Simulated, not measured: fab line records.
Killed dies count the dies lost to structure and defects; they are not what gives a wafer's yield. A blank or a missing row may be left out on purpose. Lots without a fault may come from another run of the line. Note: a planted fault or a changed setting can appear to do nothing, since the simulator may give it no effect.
fab line records ; flow sky130
record: lots: 5; wafers: 15; last_day: 50
route steps=708 shown METAL4@627 VIA4@639 PAD_OPEN@708
lots that met no fault: from a run of the same line without faults
start_h: start of the lot's first displayed wafer, in hours after the record's first day ; wait_h: how many hours have passed since the lot's step before this one ; " repeats the value in the row above ; L1.1+2: a row that stands for several wafers ; - no value, or no start was given ; * or withheld: withheld ; < > ~ a bound
route shown NAME@n: a module of which the file shows steps, and the number in the route of the first ; usual: the fault-free wafers' mean and standard deviation ; same: alike in all rows ; chamber/n: place in a boat ; sites: readings site by site ; _std_site: their standard deviation ; _edge_site: inner sites' mean taken away from outer sites' mean ; radius_mm: for every site, how far away it sits from the centre of the wafer ; mask NAME#n: copy n ; behind: the last tool/chamber to shape the wafer ; hold: why the lot went on hold/how many hours it stayed there/how the hold came to an end ; device: names the non-switching transistor (n, p or np) ; end of line: tests run on the same wafers once the route is complete ; for a step that has no rows: nothing shown but its recipe ; killed: count of dies lost to structure and defects at first sort (not the wafer's yield) ; map: per-die view of a wafer (x killed, . not killed, _ where there is no die)
set.NAME: the setting as run; set.NAME@STEP: as run at that earlier step ; model.NAME: the simulator's own value behind a step, which no gauge read
a table for each step, a row for each wafer; lots at some steps of the route
services: a tool's chamber out of use, with start hour (start_h, from the record's first day; less than 0 if before it), hours out, and reason
== steps ==
step: SKY_METAL4_PEB_11
recipe: peb_temp_c: withheld; peb_time_s: withheld; resist: KrF-thick
step: SKY_METAL4_DEVELOP_12
recipe: develop_time_s: 60; resist: KrF-thick; dev_temp_c: 21
step: SKY_METAL4_CD_MEAS_13
recipe: target_cd_nm: 300
usual: cd_nm: 300.1/1.5
lot.wafer;tool;chamber;start_h;wait_h;cd_nm
L891.2;cd_sem-01;-;989.63;-;301.6
L891.5;cd_sem-01;-;989.63;-;300.2
L891.6;cd_sem-01;-;989.63;-;300.5
L897.2;cd_sem-02;-;1031.29;-;297.7
L897.3;cd_sem-02;-;1031.29;-;298.9
L897.5;cd_sem-02;-;1031.29;-;299.0
L903.2;cd_sem-02;-;1070.13;-;297.2
L903.4;cd_sem-02;-;1070.13;-;299.2
L903.5;cd_sem-02;-;1070.13;-;298.5
L904.2;cd_sem-01;-;1073.13;-;299.0
L904.4;cd_sem-01;-;1073.13;-;299.8
L904.5;cd_sem-01;-;1073.13;-;299.6
L913.1;cd_sem-01;-;1129.87;-;301.1
L913.5;cd_sem-01;-;1129.87;-;299.6
L913.6;cd_sem-01;-;1129.87;-;300.1
step: SKY_METAL4_OVL_MEAS_14
usual: METAL4_OVL: 0/6.2
lot.wafer;tool;chamber;start_h;wait_h;METAL4_OVL[nm]
L891.2;overlay-01;-;989.73;0.1;2
L891.5;overlay-01;-;989.73;0.1;4
L891.6;overlay-01;-;989.73;0.1;6
L897.2;overlay-01;-;1031.40;0.1;2
L897.3;overlay-01;-;1031.40;0.1;-2
L897.5;overlay-01;-;1031.40;0.1;2
L903.2;overlay-02;-;1070.24;0.1;2
L903.4;overlay-02;-;1070.24;0.1;4
L903.5;overlay-02;-;1070.24;0.1;4
L904.2;overlay-02;-;1073.24;0.1;-8
L904.4;overlay-02;-;1073.24;0.1;-8
L904.5;overlay-02;-;1073.24;0.1;-5
L913.1;overlay-01;-;1129.99;0.1;9
L913.5;overlay-01;-;1129.99;0.1;5
L913.6;overlay-01;-;1129.99;0.1;-2
step: SKY_METAL4_DESCUM_15
recipe: chemistry: O2; source_power_w: 150; bias_power_w: 0; pressure_mtorr: 10; temp_c: 40; time_s: 8
usual: drypump_motor_current_A: 5.3/0.49; oes_product_au: 1.004/0.0084
lot.wafer;tool;chamber;start_h;wait_h;drypump_motor_current_A;oes_product_au;rf_hours_counter_h
L891.2;rie_metal-01;1;989.76;0.0;5.0;1.008;17
L891.5;rie_metal-01;0;989.76;0.0;5.9;1.004;-
L891.6;rie_metal-01;1;989.76;0.0;5.0;0.995;-
L897.2;rie_metal-01;1;1031.43;0.0;5.0;0.996;22
L897.3;rie_metal-01;1;1031.43;0.0;5.0;1.009;-
L897.5;rie_metal-01;1;1031.43;0.0;5.0;0.995;-
L903.2;rie_metal-04;1;1070.27;0.0;4.7;1.009;17
L903.4;rie_metal-04;0;1070.27;0.0;4.9;1.002;-
L903.5;rie_metal-04;0;1070.27;0.0;4.9;1.002;-
L904.2;rie_metal-02;1;1073.27;0.0;5.9;1.015;17
L904.4;rie_metal-02;0;1073.27;0.0;5.3;1.007;-
L904.5;rie_metal-02;1;1073.27;0.0;5.9;1.022;-
L913.1;rie_metal-01;0;1130.03;0.0;5.9;1.016;8
L913.5;rie_metal-01;0;1130.03;0.0;6.0;1.019;-
L913.6;rie_metal-01;0;1130.03;0.0;6.0;1.018;-
step: SKY_METAL4_ETCH_16
recipe: chemistry: N2/H2; target: BARC; ion_energy_ev: 200; bias_w: 100; pressure_mtorr: 30; n2_flow_sccm: 100; h2_flow_sccm: 200; icp_w: 500; stop_on: SiO2; time_s: 88.2; target_depth_a: 600
usual: bias_w: 100.0/0.31; drypump_motor_current_A: 5.3/0.49; oes_product_au: 0.625/0.005; throttle_valve_pct: 13.206/0.0096
lot.wafer;tool;chamber;start_h;wait_h;bias_w;drypump_motor_current_A;oes_product_au;rf_hours_counter_h;throttle_valve_pct
L891.2;rie_metal-01;1;989.80;0.0;99.8;5.0;0.614;17;13.203
L891.5;rie_metal-01;0;989.80;0.0;100.4;6.0;0.613;-;13.200
L891.6;rie_metal-01;1;989.80;0.0;100.1;5.0;0.627;-;13.209
L897.2;rie_metal-01;1;1031.46;0.0;99.8;5.0;0.637;22;13.207
L897.3;rie_metal-01;1;1031.46;0.0;100.5;5.0;0.624;-;13.204
L897.5;rie_metal-01;1;1031.46;0.0;100.1;5.0;0.619;-;13.213
L903.2;rie_metal-04;1;1070.30;0.0;100.1;4.7;0.634;17;13.227
L903.4;rie_metal-04;0;1070.30;0.0;100.0;4.9;0.616;-;13.188
L903.5;rie_metal-04;0;1070.30;0.0;100.2;4.9;0.620;-;13.204
L904.2;rie_metal-02;1;1073.30;0.0;99.6;5.9;0.626;17;13.206
L904.4;rie_metal-02;0;1073.30;0.0;100.1;5.3;0.625;-;13.216
L904.5;rie_metal-02;1;1073.30;0.0;99.7;5.9;0.631;-;13.191
L913.1;rie_metal-01;0;1130.09;0.1;100.2;6.0;0.622;8;13.216
L913.5;rie_metal-01;0;1130.09;0.1;100.2;6.0;0.628;-;13.197
L913.6;rie_metal-01;0;1130.09;0.1;100.4;6.0;0.625;-;13.211
step: SKY_METAL4_ETCH_17
recipe: target: SiO2; stop_on: TiN; chemistry: C4F8/O2/Ar; source_w: 1500; bias_w: 1200; pressure_mtorr: 40; c4f8_flow_sccm: withheld; O2_flow_sccm: 6; Ar_flow_sccm: 300; time_s: 3.9; target_depth_a: 150
step: SKY_METAL4_METAL_ETCH_18
recipe: target_depth_a: 8450; stop_on: SiO2; over_etch_frac: 0.3; time_s: 183.1; chemistry: Cl2/BCl3; resist_sidewall_deg: 88; pressure_mtorr: 10; icp_w: 900; bias_w: 48.5; Cl2_flow_sccm: 60; bcl3_flow_sccm: 30
usual: bias_w: 48.53/0.14; drypump_motor_current_A: 5.4/0.46; mfc_cl2_sccm: 59.99/0.17; oes_product_au: 0.865/0.0066; throttle_valve_pct: 22.264/0.01
lot.wafer;tool;chamber;start_h;wait_h;bias_w;drypump_motor_current_A;mfc_cl2_sccm;oes_product_au;rf_hours_counter_h;throttle_valve_pct
L891.2;rie_metal-02;1;989.97;0.1;48.50;5.9;60.07;0.869;-;22.260
L891.5;rie_metal-02;1;989.97;0.1;48.45;5.9;60.02;0.863;-;22.243
L891.6;rie_metal-02;1;989.97;0.1;48.29;5.9;60.07;0.868;-;22.258
L897.2;rie_metal-04;0;1031.58;0.0;48.70;4.9;59.73;0.866;17;22.272
L897.3;rie_metal-04;1;1031.58;0.0;48.63;4.7;59.80;0.870;-;22.253
L897.5;rie_metal-04;1;1031.58;0.0;48.47;4.7;60.15;0.864;-;22.268
L903.2;rie_metal-02;0;1070.41;0.0;48.60;5.3;60.22;0.855;10;22.242
L903.4;rie_metal-02;1;1070.41;0.0;48.55;5.9;60.30;0.866;-;22.255
L903.5;rie_metal-02;1;1070.41;0.0;48.68;5.9;60.29;0.865;-;22.257
L904.2;rie_metal-01;1;1073.41;0.0;48.42;5.0;59.94;0.879;25;22.266
L904.4;rie_metal-01;1;1073.41;0.0;48.35;5.0;59.89;0.873;-;22.263
L904.5;rie_metal-01;0;1073.41;0.0;48.59;5.9;59.79;0.876;-;22.257
L913.1;rie_metal-02;1;1130.31;0.0;48.51;5.9;59.75;0.857;21;22.253
L913.5;rie_metal-02;1;1130.31;0.0;48.46;5.9;59.89;0.862;-;22.246
L913.6;rie_metal-02;0;1130.31;0.0;48.40;5.3;59.94;0.863;-;22.262
step: SKY_METAL4_STRIP_19
recipe: chemistry: O2/N2; power_w: 1400; pressure_mtorr: 1500; platen_temp_c: withheld; o2_flow_sccm: 3000; n2_flow_sccm: 300; overash_fraction: 0.5
usual: drypump_motor_current_A: 5.3/0.36; oes_product_au: 0.501/0.0054; strip_time_to_endpoint_s: 6.50/0.073
lot.wafer;tool;chamber;start_h;wait_h;drypump_motor_current_A;oes_product_au;rf_hours_counter_h;strip_time_to_endpoint_s
L891.2;plasma_asher-04;1;990.27;0.2;4.7;0.499;86;6.54
L891.5;plasma_asher-04;0;990.27;0.2;5.9;0.504;-;6.48
L891.6;plasma_asher-04;1;990.27;0.2;4.7;0.506;-;6.53
L897.2;plasma_asher-03;0;1031.76;0.1;5.5;0.499;117;6.50
L897.3;plasma_asher-03;0;1031.76;0.1;5.5;0.504;-;6.54
L897.5;plasma_asher-03;1;1031.76;0.1;5.3;0.503;-;6.49
L903.2;plasma_asher-01;0;1070.59;0.1;4.9;0.504;33;6.51
L903.4;plasma_asher-01;1;1070.59;0.1;5.1;0.497;-;6.42
L903.5;plasma_asher-01;1;1070.59;0.1;5.2;0.501;-;6.45
L904.2;plasma_asher-01;1;1073.59;0.1;5.1;0.513;34;6.63
L904.4;plasma_asher-01;1;1073.59;0.1;5.1;0.503;-;6.59
L904.5;plasma_asher-01;1;1073.59;0.1;5.1;0.501;-;6.51
L913.1;plasma_asher-04;0;1130.49;0.1;5.9;0.496;100;6.36
L913.5;plasma_asher-04;0;1130.49;0.1;6.0;0.502;-;6.43
L913.6;plasma_asher-04;1;1130.49;0.1;4.7;0.496;-;6.44
step: SKY_METAL4_STRIP_20
recipe: chemistry: post_etch_residue_remover; time_s: 1200; temp_c: 72.5
step: SKY_METAL4_CLEAN_21
recipe: chemistry: IPA; time_s: 180; temp_c: 25
step: SKY_METAL4_CLEAN_22
recipe: chemistry: O3/DIW; dry: n2_spin
step: SKY_VIA4_HDPCVD_00
recipe: material: SiO2; target_thk_nm: 1750; sigma_open_frac: 0.3; time_s: 291.7; temp_c: 400; sih4_flow_sccm: 60; pressure_mtorr: 6
usual: run_length_s: 319.5/0.6
lot.wafer;tool;chamber;start_h;wait_h;run_length_s;model.SiO2_of_VIA4_HDPCVD_00.thk_nm
L891.2;hdpcvd-02;1;990.86;0.0;319.8;1737
L891.5;hdpcvd-02;0;990.86;0.0;319.2;1752
L891.6;hdpcvd-02;1;990.86;0.0;320.1;1763
L897.2;hdpcvd-01;2;1032.35;0.0;320.3;1790
L897.3;hdpcvd-01;1;1032.35;0.0;318.7;1767
L897.5;hdpcvd-01;0;1032.35;0.0;319.5;1776
L903.2;hdpcvd-01;0;1071.18;0.0;319.2;1735
L903.4;hdpcvd-01;2;1071.18;0.0;320.9;1748
L903.5;hdpcvd-01;0;1071.18;0.0;320.0;1749
L904.2;hdpcvd-02;0;1074.18;0.0;319.0;1739
L904.4;hdpcvd-02;2;1074.18;0.0;334.4;1832
L904.5;hdpcvd-02;1;1074.18;0.0;319.6;1738
L913.1;hdpcvd-01;2;1131.08;0.0;321.1;1754
L913.5;hdpcvd-01;0;1131.08;0.0;319.8;1767
L913.6;hdpcvd-01;2;1131.08;0.0;320.6;1760
step: SKY_VIA4_THK_MEAS_01
recipe: reads: SiO2_of_VIA4_HDPCVD_00
usual: VIA4_HDPCVD_THK: 1746/19
lot.wafer;tool;chamber;start_h;wait_h;VIA4_HDPCVD_THK[nm]
L891.2;film_metro-01;-;991.05;0.1;1738
L891.5;film_metro-01;-;991.05;0.1;1754
L891.6;film_metro-01;-;991.05;0.1;1763
L897.2;film_metro-01;-;1032.54;0.1;1788
L897.3;film_metro-01;-;1032.54;0.1;1765
L897.5;film_metro-01;-;1032.54;0.1;1775
L903.2;film_metro-02;-;1071.37;0.1;1735
L903.4;film_metro-02;-;1071.37;0.1;1748
L903.5;film_metro-02;-;1071.37;0.1;1749
L904.2;film_metro-02;-;1074.37;0.1;1738
L904.4;film_metro-02;-;1074.37;0.1;1832
L904.5;film_metro-02;-;1074.37;0.1;1739
L913.1;film_metro-03;-;1131.26;0.1;1753
L913.5;film_metro-03;-;1131.26;0.1;1766
L913.6;film_metro-03;-;1131.26;0.1;1759
step: SKY_VIA4_CMP_02
recipe: material: SiO2; down_force_psi: 4; platen_rpm: 60; pad_velocity_m_s: 0.94248
usual: motor_current_A: 12.2/1
lot.wafer;tool;chamber;start_h;wait_h;motor_current_A
L891.2;cmp-01;0;991.20;0.1;12.3
L891.5;cmp-01;2;991.20;0.1;13.5
L891.6;cmp-01;3;991.20;0.1;11.3
L897.3;cmp-02;2;1032.59;0.0;11.8
L897.2;cmp-02;0;1032.59;0.0;14.0
L897.5;cmp-02;2;1032.59;0.0;11.3
L903.2;cmp-02;1;1071.51;0.1;12.9
L903.4;cmp-02;2;1071.51;0.1;11.7
L903.5;cmp-02;1;1071.51;0.1;12.2
L904.4;cmp-01;0;1074.52;0.1;11.8
L904.2;cmp-01;1;1074.52;0.1;11.8
L904.5;cmp-01;3;1074.52;0.1;11.7
L913.1;cmp-02;3;1131.47;0.2;10.8
L913.5;cmp-02;0;1131.47;0.2;13.6
L913.6;cmp-02;1;1131.47;0.2;12.3
step: SKY_PAD_OPEN_PROBE_99
usual: defect_limited_yield: 83.0/2; killed_at_M0_to_M3: 43/7.1; killed_at_M4_up: 3.1/1.7; killed_at_contacts: 23/5.1; killed_at_front_end: 14/4.4; killed_at_other: 0.3/0.47; killed_dies: 84/9.9; killed_open: 45/6.6; killed_short: 38/6.8; sort_bin_3_pad_short: 0.8/0.4; sort_bin_5_function: 10.1/1.4; sort_bin_6_memory: 6.1/1.2; sort_n_pass: 408/9.9; sort_yield_pct: 83.0/2
same: gross_dies: 492; killed_at_back_side: 0; sort_bin_4_leakage[%]: 0; sort_bin_8_speed[%]: 0
lot.wafer;tool;chamber;start_h;wait_h;defect_limited_yield[%];killed_at_M0_to_M3;killed_at_M4_up;killed_at_contacts;killed_at_front_end;killed_at_other;killed_dies;killed_open;killed_short;sort_bin_3_pad_short[%];sort_bin_5_function[%];sort_bin_6_memory[%];sort_n_pass;sort_yield_pct[%]
L897.2;prober-01;-;1122.33;0.1;82.1;41;7;26;14;0;88;47;41;0.6;10.4;6.9;404;82.1
L897.3;prober-01;-;1122.38;0.2;78.7;54;3;32;16;0;105;53;52;1.0;12.4;7.9;387;78.7
L897.5;prober-01;-;1122.48;0.2;83.7;45;2;19;12;2;80;44;36;0.2;10.0;6.1;412;83.7
L903.2;prober-02;-;1155.99;0.1;83.5;41;2;24;14;0;81;42;39;1.2;10.0;5.3;411;83.5
L903.4;prober-02;-;1156.09;0.2;84.8;53;5;10;7;0;75;37;38;0.8;8.1;6.3;417;84.8
L903.5;prober-02;-;1156.14;0.2;82.1;43;3;27;14;1;88;44;44;0.8;11.8;5.3;404;82.1
L904.2;prober-01;-;1158.90;0.1;81.3;50;0;23;19;0;92;53;39;1.6;12.4;4.7;400;81.3
L904.4;prober-01;-;1159.00;0.2;83.7;45;5;24;6;0;80;41;39;0.8;8.1;7.3;412;83.7
L904.5;prober-01;-;1159.05;0.2;84.3;45;5;13;14;0;77;43;34;0.4;8.5;6.7;415;84.3
L913.1;prober-02;-;1202.99;0.1;85.8;35;1;23;11;0;70;36;34;0.2;9.3;4.7;422;85.8
L913.5;prober-02;-;1203.19;0.2;83.1;46;4;20;13;0;83;46;37;1.4;10.2;5.3;409;83.1
L913.6;prober-02;-;1203.24;0.2;84.1;34;1;28;15;0;78;45;33;0.6;9.3;5.9;414;84.1
killed by level:class
L897.2 VIA1:geometric_particle:open=9 LI_CONTACT:geometric_particle:open=7 VIA2:geometric_particle:open=7 CONTACT:geometric_particle:open=6 METAL4:geometric_particle:short=5 LI_CONTACT:geometric_particle:short=5 LOCAL_INTERCONNECT:geometric_particle:short=5 FIELD_ISO:geometric_particle:open=4
L897.3 CONTACT:geometric_particle:open=13 VIA1:geometric_particle:open=9 METAL1:geometric_particle:short=8 CONTACT:geometric_particle:short=7 VIA2:geometric_particle:short=6 VIA3:geometric_particle:open=6 POLY_GATE:geometric_particle:open=5 LI_CONTACT:geometric_particle:open=5
L897.5 VIA1:geometric_particle:open=10 CONTACT:geometric_particle:open=8 VIA3:geometric_particle:open=8 CONTACT:geometric_particle:short=6 VIA2:geometric_particle:open=6 VIA1:geometric_particle:short=5 METAL3:geometric_particle:short=3 METAL1:geometric_particle:open=3
L903.2 CONTACT:geometric_particle:open=10 VIA1:geometric_particle:open=10 VIA3:geometric_particle:open=7 METAL2:geometric_particle:short=6 METAL1:geometric_particle:short=6 CONTACT:geometric_particle:short=5 FIELD_ISO:geometric_particle:short=4 LOCAL_INTERCONNECT:geometric_particle:short=3
L903.4 VIA1:geometric_particle:open=17 VIA1:geometric_particle:short=9 METAL1:geometric_particle:short=8 METAL2:geometric_particle:short=7 LI_CONTACT:geometric_particle:open=3 CONTACT:geometric_particle:short=3 CONTACT:geometric_particle:open=3 VIA3:geometric_particle:open=3
L903.5 VIA1:geometric_particle:open=10 CONTACT:geometric_particle:open=8 METAL1:geometric_particle:short=8 LOCAL_INTERCONNECT:geometric_particle:short=7 VIA3:geometric_particle:open=6 CONTACT:geometric_particle:short=6 METAL2:geometric_particle:short=6 POLY_GATE:geometric_particle:open=5
L904.2 VIA1:geometric_particle:open=12 VIA1:geometric_particle:short=10 LI_CONTACT:geometric_particle:open=8 CONTACT:geometric_particle:open=8 VIA2:geometric_particle:short=6 VIA2:geometric_particle:open=6 POLY_GATE:geometric_particle:open=5 METAL2:geometric_particle:short=5
L904.4 VIA1:geometric_particle:open=10 VIA1:geometric_particle:short=9 LOCAL_INTERCONNECT:geometric_particle:short=8 VIA3:geometric_particle:open=7 LI_CONTACT:geometric_particle:open=6 METAL2:geometric_particle:short=6 CONTACT:geometric_particle:open=5 VIA2:geometric_particle:short=4
L904.5 VIA1:geometric_particle:open=11 METAL1:geometric_particle:short=10 CONTACT:geometric_particle:open=7 VIA3:geometric_particle:open=7 FIELD_ISO:geometric_particle:short=5 LI_CONTACT:geometric_particle:open=5 VIA2:geometric_particle:open=5 POLY_GATE:geometric_particle:open=4
L913.1 LI_CONTACT:geometric_particle:open=8 VIA2:geometric_particle:open=7 CONTACT:geometric_particle:open=6 LOCAL_INTERCONNECT:geometric_particle:short=5 METAL1:geometric_particle:short=5 VIA1:geometric_particle:open=5 VIA1:geometric_particle:short=4 POLY_GATE:geometric_particle:short=3
L913.5 VIA1:geometric_particle:open=15 CONTACT:geometric_particle:open=7 METAL2:geometric_particle:short=7 FIELD_ISO:geometric_particle:open=5 CONTACT:geometric_particle:short=5 METAL1:geometric_particle:short=4 LI_CONTACT:geometric_particle:open=4 LOCAL_INTERCONNECT:geometric_particle:short=4
L913.6 LI_CONTACT:geometric_particle:open=10 CONTACT:geometric_particle:open=8 VIA1:geometric_particle:open=7 METAL1:geometric_particle:short=7 VIA2:geometric_particle:open=7 LI_CONTACT:geometric_particle:short=5 FIELD_ISO:geometric_particle:open=4 VIA3:geometric_particle:open=4
== services ==
tool;chamber;start_h;hours;kind
hdpcvd-01;-;966.16;2.0;repair
rie_metal-02;0;976.26;21.6;repair
rie_metal-04;-;991.72;2.8;pm
hdpcvd-02;0;996.71;4.5;repair
rie_metal-01;0;1004.23;-;clean
rie_metal-01;0;1004.23;26.7;scheduled_down
rie_metal-01;0;1004.23;26.7;vent_cycle
cmp-02;-;1009.53;1.1;repair
cmp-02;-;1009.97;4.2;repair
rie_metal-01;0;1032.29;6.4;repair
hdpcvd-01;0;1032.65;19.8;repair
plasma_asher-03;-;1055.25;9.0;pm
hdpcvd-02;-;1059.06;3.0;repair
hdpcvd-02;-;1066.02;3.0;repair
cmp-02;-;1076.67;0.2;repair
hdpcvd-02;2;1078.73;8.4;repair
plasma_asher-03;-;1079.78;0.3;repair
cmp-01;-;1084.00;4.0;pm
plasma_asher-03;-;1089.65;1.3;repair
cmp-01;-;1091.28;5.5;pm
rie_metal-01;1;1115.26;-;clean
rie_metal-01;1;1115.26;-;consumable_replace:focus_ring
plasma_asher-03;-;1124.73;2.8;pm
hdpcvd-02;-;1127.78;6.0;pm
== key ==
first_sign: step: SKY_VIA4_HDPCVD_00; reading: run_length_s; direction: up; sigmas: 25; usual: *; struck: *
effect: step: SKY_VIA4_THK_MEAS_01; reading: VIA4_HDPCVD_THK; direction: up; sigmas: 4.5; usual: 1746; struck: 1832
model_effect: step: SKY_VIA4_HDPCVD_00; value: SiO2_of_VIA4_HDPCVD_00.thk_nm; without: 1741; struck: 1832
met_at SKY_VIA4_HDPCVD_00
struck_wafers L904.4
fault: kind: process_parameter_drift; tool: hdpcvd-02; chamber: 2; onset_h: 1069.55; steps: SKY_VIA4_HDPCVD_00; channel: time_s; offset: *; shape: step; end_h: 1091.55; acts_in: *; stated: *
